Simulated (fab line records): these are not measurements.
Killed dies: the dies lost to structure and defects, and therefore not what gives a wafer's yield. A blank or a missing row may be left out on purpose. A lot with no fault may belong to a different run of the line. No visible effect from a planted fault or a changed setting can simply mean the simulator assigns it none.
Which tool was responsible?    flow sky130    Sampling: 7 lots, 21 wafers, 2 of 708 route steps

## WHAT THE GAUGES READ, wafer by wafer
SKY_VIA4_RS_MEAS_19: the measuring method here is four-point-probe.
lot   measured      on             VIA4_W_RS (ohm/sq)
L141  day 43 07:26  film metro-02  0.226 0.227 0.230
L143  day 44 00:28  film metro-01  0.221 0.228 0.223
L145  day 44 17:49  film metro-02  0.226 0.226 0.224
L147  day 45 06:10  film metro-01  0.229 0.227 0.231
L151  day 46 02:30  film metro-04  0.253 0.254 0.252
L153  day 46 18:03  film metro-04  0.227 0.227 0.224
L162  day 48 16:15  film metro-01  0.211 0.223 0.213

## EACH LOT AND THE TOOL THAT RAN IT (in order: tool; ch and the chambers of the sampled wafers; start)
lot   SKY_VIA4_CVD_18
L141  cvd w-02 ch 0,1, day 43 07:17
L143  cvd w-02 ch 0,1, day 44 00:19
L145  cvd w-02 ch 0, day 44 17:39
L147  cvd w-02 ch 1, day 45 05:59
L151  cvd w-01 ch 0, day 46 02:11
L153  cvd w-02 ch 0,1, day 46 17:53
L162  cvd w-02 ch 0,1, day 48 16:06
- SKY_VIA4_CVD_18: deposits W, target thk 505 nm, time 152.14 s.

## THE ANSWER, worked out from the rows above alone
Rule: usual is defined by the lots themselves. The widest of any qualifying gaps counts: lots, ordered by their means at a reading, are off when they make up no more than a third of the lots, leave a main group of 4 or more, and stand apart from it by 3 or more times the standard deviation of that group's means. The tables above print the reading to a certain number of digits; a main group whose means all agree to those digits is not used. Also off: a lot with no number at a reading for which 4 or more lots have one. The other lots that the step has rows for count as sound.
Off: at SKY_VIA4_RS_MEAS_19 (VIA4_W_RS), L151. For the main group the mean is 0.225 ohm/sq and the standard deviation 0.0043.
A tool fits if, at a process step before that reading, it ran every lot that is off, and no sound lot after the first of them. The gauges at SKY_VIA4_RS_MEAS_19 are tried like those tools. One fits: cvd w-01 at SKY_VIA4_CVD_18. It ran no sound lot before its first lot that is off in this sample, so the start can't be narrowed down.

## WHAT THE SIMULATOR HAD PUT IN
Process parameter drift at SKY_VIA4_CVD_18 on cvd w-01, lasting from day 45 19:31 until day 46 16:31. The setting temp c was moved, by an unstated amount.
Lots struck among those shown: L151. The rule given above showed the same thing.
